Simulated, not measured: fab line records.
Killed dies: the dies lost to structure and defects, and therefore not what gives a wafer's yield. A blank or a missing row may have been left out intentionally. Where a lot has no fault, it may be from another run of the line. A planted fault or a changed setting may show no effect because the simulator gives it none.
Which tool was responsible?    flow sky130    6 lots with 18 wafers sampled at 4 steps, on a route of 708 steps

== WHAT EACH GAUGE READ, for each wafer ==
SKY_VIA4_BOW_MEAS_03.
lot   measured      on             VIA4_BOW (um)
L386  day 43 01:07  film metro-01  67 80 78
L387  day 43 10:13  film metro-01  80 80 87
L390  day 44 01:58  film metro-04  66 64 81
L404  day 48 01:17  film metro-04  78 88 75
L406  day 48 13:27  film metro-03  74 81 82

== TOOL THAT RAN EACH LOT (tool first, then ch and the chambers of the sampled wafers, then the start) ==
lot   SKY_METAL4_SPUTTER_03         SKY_METAL4_ETCH_17                  SKY_METAL4_STRIP_19
L386  pvd sputter-03, day 40 21:22  rie diel-02 ch 0,2,3, day 42 23:34  plasma asher-04 ch 0,1, day 42 23:56
L387  pvd sputter-01, day 41 07:20  rie diel-03 ch 1,2,3, day 43 08:32  plasma asher-04 ch 0,1, day 43 08:56
L390  pvd sputter-03, day 41 23:46  rie diel-02 ch 0,2,3, day 44 00:25  plasma asher-02 ch 0,1, day 44 00:39
L400  pvd sputter-01, day 44 18:06  rie diel-03 ch 0,1,3, day 46 13:07  plasma asher-04 ch 0,1, day 46 13:19
L404  pvd sputter-03, day 46 06:37  rie diel-04 ch 2,3, day 47 23:56    plasma asher-04 ch 0, day 48 00:08
L406  pvd sputter-02, day 46 19:37  rie diel-03 ch 0,2,3, day 48 12:07  plasma asher-02 ch 0,1, day 48 12:19
- SKY_METAL4_SPUTTER_03: material Ti, target thk 5 nm, time 3.3 s.
- SKY_METAL4_ETCH_17: etches SiO2 in C4F8/O2/Ar, stops on TiN, time 3.9 s, target depth 15 nm.
- SKY_METAL4_STRIP_19: strips in O2/N2.

== THE ANSWER, worked out from the rows above alone ==
Rule: the lots themselves supply what counts as usual. Put in order of their means at a reading, lots are off if they are a third of the lots or fewer, leave a main group of 4 or more, and stand apart from it by a gap of 3 or more times the standard deviation of the main group's means; of several such gaps the widest counts. The tables above print the reading to a certain number of digits; a main group whose means all agree to those digits is not used. Also off: a lot with no number at a reading for which 4 or more lots have one. Where the step has rows for the other lots, those lots are counted as sound.
Nothing can be told from this: no lot is off at any reading shown.

== WHAT HAD BEEN PUT IN BY THE SIMULATOR ==
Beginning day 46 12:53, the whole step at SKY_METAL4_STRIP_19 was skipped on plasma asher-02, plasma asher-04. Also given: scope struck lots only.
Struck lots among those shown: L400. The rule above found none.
